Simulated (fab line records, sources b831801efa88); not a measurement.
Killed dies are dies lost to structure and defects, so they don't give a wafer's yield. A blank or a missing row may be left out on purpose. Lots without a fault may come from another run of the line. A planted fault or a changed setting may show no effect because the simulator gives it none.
Chamber matching | flow gf180mcu | GF_V5_CMP_26 on cmp-01: 4 sister chambers
The step polishes, stops on SiO2, t overpolish 15 s, target thk 0 nm. 8 wafers are shown with their chamber, then 8 later ones without.

WAFERS WITH THEIR CHAMBER
wafer  | chamber | motor_current_A (A) | time_to_endpoint_s (s)
L682.5 | 1       | 10.8                | 91
L685.1 | 2       | 12.6                | 90
L685.2 | 0       | 11.2                | 80
L685.3 | 3       | 13.0                | 85
L687.1 | 1       | 11.0                | 84
L687.3 | 3       | 13.9                | 87
L687.5 | 0       | 11.3                | 82
L689.1 | 2       | 13.4                | 85

WAFERS WITHOUT THEIR CHAMBER
wafer  | motor_current_A (A) | time_to_endpoint_s (s)
L689.2 | 11.2                | 86
L689.6 | 11.8                | 83
L696.1 | 11.4                | 86
L696.3 | 11.0                | 83
L696.6 | 13.0                | 85
L697.1 | 12.7                | 91
L697.3 | 11.4                | 82
L697.6 | 13.1                | 91

WHICH CHAMBER EACH WENT THROUGH
wafer  | from the rows above          | in truth
L689.2 | can't be placed: 1 or 0      | 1
L689.6 | can't be placed: 0 or 1 or 2 | 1
L696.1 | can't be placed: 1 or 0      | 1
L696.3 | can't be placed: 0 or 1      | 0
L696.6 | can't be placed: 2 or 3      | 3
L697.1 | can't be placed: 2 or 3      | 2
L697.3 | can't be placed: 0 or 1      | 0
L697.6 | can't be placed: 2 or 3      | 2
Placed correctly: 0 of 8. Can't be placed from these rows: 8 (the true chamber is among the candidates in 8). Placed wrongly: 0.
How it was worked out, from the rows above alone: a wafer's distance from a chamber is the root of the sum, over the readings, of the square of ((its reading less the chamber's mean) divided by the reading's scatter). The wafer belongs to the nearest chamber; if the next one is less than 2 further off, it can't be placed. A chamber's mean is the mean of its shown wafers. The scatter: the root of (the sum of the squares of (reading less its chamber's mean) over the shown wafers, divided by (wafers less chambers)).
